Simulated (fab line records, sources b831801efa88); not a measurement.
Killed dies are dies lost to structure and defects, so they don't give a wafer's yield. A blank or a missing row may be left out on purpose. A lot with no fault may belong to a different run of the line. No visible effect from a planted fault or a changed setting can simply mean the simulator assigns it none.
Which tool is to blame? | flow gf180mcu | Sampling: 12 lots, 36 wafers, 4 of 602 route steps

## WHAT THE GAUGES SHOWED, per wafer
GF_VT_IMPLANT_RS_MEAS_49: uses a four-point probe to measure. Usual: MVPSD_RS 1168.8 ohm/sq, standard deviation 2.8.
lot  | measured     | on            | MVPSD_RS (ohm/sq)    | flag
L702 | day 8 11:26  | film metro-01 | 1169.5 1168.1 1168.5 |
L701 | day 8 12:06  | film metro-01 | 1171.3 1176.5 1171.6 |
L704 | day 8 19:13  | film metro-01 | 1170.9 1167.7 1167.5 |
L706 | day 9 03:50  | film metro-04 | 1170.0 1170.3 1164.6 |
L708 | day 9 14:06  | film metro-01 | 1163.7 1167.4 1165.9 |
L714 | day 11 12:02 | film metro-01 | 1168.3 1167.7 1166.6 |
L715 | day 11 15:32 | film metro-03 | 1174.1 1171.7 1166.3 |
L719 | day 12 19:28 | film metro-01 | 1168.1 1169.2 1165.9 |
L720 | day 13 02:15 | film metro-03 | 1164.9 1165.0 1164.2 |
L721 | day 13 09:55 | film metro-03 | 1167.9 1167.2 1168.0 |
L722 | day 13 15:53 | film metro-01 | 1174.7 1169.2 1170.8 |
L723 | day 13 21:20 | film metro-01 | 1174.8 1171.9 1171.7 |

GF_HV_LDD_CD_MEAS_46: target cd 400 nm. Usual: cd nm at 400.3 nm, with a standard deviation of 2.6.
lot  | measured     | on        | cd nm (nm)        | flag
L702 | day 13 09:49 | cd sem-02 | 397.2 396.3 398.5 |
L701 | day 13 07:48 | cd sem-02 | 400.9 400.5 401.2 |
L704 | day 14 01:39 | cd sem-01 | 403.6 403.9 403.4 |
L706 | day 14 04:28 | cd sem-01 | 401.3 402.2 401.4 |
L708 | day 14 19:44 | cd sem-02 | 401.5 400.3 399.7 |
L714 | day 16 21:37 | cd sem-02 | 559.2 560.7 560.2 | OFF
L715 | day 17 04:07 | cd sem-02 | 559.1 560.0 562.8 | OFF
L719 | day 18 20:26 | cd sem-01 | 406.0 405.3 406.2 |
L720 | day 19 03:44 | cd sem-01 | 398.8 399.7 401.8 |
L721 | day 19 15:43 | cd sem-02 | 400.6 401.1 401.6 |
L722 | day 19 16:04 | cd sem-01 | 395.7 395.3 395.4 |
L723 | day 19 23:47 | cd sem-01 | 398.7 400.0 399.3 |

## WHAT TOOL EACH LOT RAN ON (gives the tool, then ch and the chambers of the sampled wafers, and finally the start)
lot  | GF_HV_LDD_STRIP_37                   | GF_HV_LDD_COAT_41
L702 | plasma asher-03 ch 0,1, day 12 14:13 | litho track-03 ch 0, day 12 23:31
L701 | plasma asher-02 ch 0,1, day 12 12:10 | litho track-02 ch 0, day 12 21:18
L704 | plasma asher-04 ch 1, day 13 04:58   | litho track-02 ch 0, day 13 14:57
L706 | plasma asher-03 ch 0,1, day 13 08:53 | litho track-02 ch 0, day 13 18:14
L708 | plasma asher-04 ch 0,1, day 13 23:14 | litho track-03 ch 0, day 14 09:28
L714 | plasma asher-03 ch 0, day 15 23:37   | litho track-01 ch 0, day 16 10:13
L715 | plasma asher-02 ch 0,1, day 16 05:35 | litho track-01 ch 0, day 16 16:52
L719 | plasma asher-02 ch 1, day 17 21:09   | litho track-02 ch 0, day 18 08:27
L720 | plasma asher-02 ch 0, day 18 03:29   | litho track-03 ch 0, day 18 15:16
L721 | plasma asher-04 ch 0,1, day 18 15:04 | litho track-02 ch 0, day 19 03:19
L722 | plasma asher-02 ch 0,1, day 18 16:21 | litho track-02 ch 0, day 19 04:15
L723 | plasma asher-03 ch 1, day 19 00:10   | litho track-03 ch 0, day 19 11:52
- GF_HV_LDD_STRIP_37: strips in O2/N2.
- GF_HV_LDD_COAT_41: resist thk 1000 nm.

## WHAT THE TOOLS THEMSELVES READ (means of the sampled wafers that have a number; where no wafer has one, the mark that the record gives instead)
GF_HV_LDD_STRIP_37. Usual: drypump motor current A 5.6 A, standard deviation 0.33; heater power w 335 W, standard deviation 29; oes product au 0.715 a.u., standard deviation 0.0045; strip time to endpoint s 12.64 s, standard deviation 0.036.
lot  | tool            | drypump motor current A (A) | heater power w (W) | oes product au (a.u.) | strip time to endpoint s (s) | flag
L702 | plasma asher-03 | 6.1                         | 345                | 0.715                 | 12.66                        |
L701 | plasma asher-02 | 5.4                         | 308                | 0.715                 | 12.66                        |
L704 | plasma asher-04 | 5.8                         | 372                | 0.719                 | 12.71                        |
L706 | plasma asher-03 | 5.6                         | 354                | 0.719                 | 12.66                        |
L708 | plasma asher-04 | 5.6                         | 359                | 0.715                 | 12.64                        |
L714 | plasma asher-03 | 5.2                         | 353                | 0.715                 | 12.63                        |
L715 | plasma asher-02 | 5.4                         | 333                | 0.717                 | 12.63                        |
L719 | plasma asher-02 | 5.4                         | 291                | 0.715                 | 12.66                        |
L720 | plasma asher-02 | 5.4                         | 352                | 0.718                 | 12.59                        |
L721 | plasma asher-04 | 5.6                         | 349                | 0.715                 | 12.60                        |
L722 | plasma asher-02 | 5.4                         | 310                | 0.713                 | 12.61                        |
L723 | plasma asher-03 | 6.4                         | 334                | 0.711                 | 12.67                        |

GF_HV_LDD_COAT_41. Usual: spin speed rpm at 3000.4 rpm, with a standard deviation of 2.
lot  | tool           | spin speed rpm (rpm) | flag
L702 | litho track-03 | 2998.4               |
L701 | litho track-02 | 2999.2               |
L704 | litho track-02 | 2999.3               |
L706 | litho track-02 | 3001.5               |
L708 | litho track-03 | 3002.1               |
L714 | litho track-01 | 2999.4               |
L715 | litho track-01 | 3000.1               |
L719 | litho track-02 | 2999.9               |
L720 | litho track-03 | 3002.7               |
L721 | litho track-02 | 2998.3               |
L722 | litho track-02 | 3000.1               |
L723 | litho track-03 | 2999.9               |

## THE ANSWER, worked out from the rows above alone
Rule: a lot counts as off when the mean over its wafers that have a number is more than 3 standard deviations away from the usual mean. Also off: a lot with no number at a reading for which 4 or more lots have one. Any other lot the step has rows for is counted as sound. Order of review: gauges by route order, followed by the tools' own readings, for which a lot's mean as printed above is used. The first step at which some lot is off is used, and at that step the reading that is off furthest; a lot without a number counts as furthest.
Off: L714, L715, at GF_HV_LDD_CD_MEAS_46 (cd nm).
A tool fits if, at a process step before that reading, it ran every lot that is off, and no sound lot after the first of them. Gauges at GF_HV_LDD_CD_MEAS_46: tried the same way as those tools. One fits: GF_HV_LDD_COAT_41 on litho track-01. It ran no sound lot before its first lot that is off in this sample, so the start can't be narrowed down.

## WHAT THE SIMULATOR HAD INSERTED
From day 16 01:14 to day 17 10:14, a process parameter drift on litho track-01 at GF_HV_LDD_COAT_41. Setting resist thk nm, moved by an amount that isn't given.
Shown lots that were struck: L714, L715. Same finding as the rule above.
